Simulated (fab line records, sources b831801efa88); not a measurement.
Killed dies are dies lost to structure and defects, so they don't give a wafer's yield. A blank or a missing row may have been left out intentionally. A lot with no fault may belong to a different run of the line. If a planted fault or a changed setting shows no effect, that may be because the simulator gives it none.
What tool caused it? -- flow sky130 -- 18 wafers from 6 lots sampled at 2 of the route's 708 steps

## WHAT THE GAUGES READ, wafer by wafer
SKY_VT_ADJUST_NCORE_TW_MEAS_11.
lot,measured,on,VT_ADJUST_NCORE_TW
L897,day 9 19:13,film_metro-02,217.8 217.7 218.5
L899,day 10 05:47,film_metro-02,218.1 217.0 218.1
L904,day 11 15:52,film_metro-04,258.8 259.3 260.5 258.8 259.8 259.1
L907,day 12 21:26,film_metro-04,219.3 218.5 218.7
L914,day 15 00:59,film_metro-01,224.6 223.2 223.7
L916,day 15 20:11,film_metro-02,218.5 218.5 217.8

## WHICH TOOL RAN EACH LOT (tool, then ch and the chambers of the sampled wafers, then the start)
lot,SKY_VT_ADJUST_NCORE_IMPLANT_09
L897,"implanter-02 ch 0, day 9 18:59"
L899,"implanter-01 ch 0, day 10 05:32"
L904,"implanter-02 ch 0, day 11 15:38"
L907,"implanter-03 ch 0, day 12 21:11"
L914,"implanter-01 ch 0, day 15 00:47"
L916,"implanter-02 ch 0, day 15 19:56"
- SKY_VT_ADJUST_NCORE_IMPLANT_09

## THE ANSWER, worked out from the rows above alone
Rule: the lots themselves supply what counts as usual. Put in order of their means at a reading, lots are off if they are a third of the lots or fewer, leave a main group of 4 or more, and stand apart from it by a gap of 3 or more times the standard deviation of the main group's means; of several such gaps the widest counts. If all means in a main group match to the digits the tables above print for the reading, that group is not used. Also off: a lot with no number at a reading for which 4 or more lots have one. All remaining lots with rows at the step are treated as sound.
Off: L904, seen at SKY_VT_ADJUST_NCORE_TW_MEAS_11 (VT_ADJUST_NCORE_TW). The main group has a mean of 219.3 with a standard deviation of 2.3.
A tool fits if, at a process step before that reading, it ran every lot that is off, and no sound lot after the first of them. The gauges at SKY_VT_ADJUST_NCORE_TW_MEAS_11 are tried like those tools. Not one of the candidates tried fits.

## WHAT THE SIMULATOR PUT IN
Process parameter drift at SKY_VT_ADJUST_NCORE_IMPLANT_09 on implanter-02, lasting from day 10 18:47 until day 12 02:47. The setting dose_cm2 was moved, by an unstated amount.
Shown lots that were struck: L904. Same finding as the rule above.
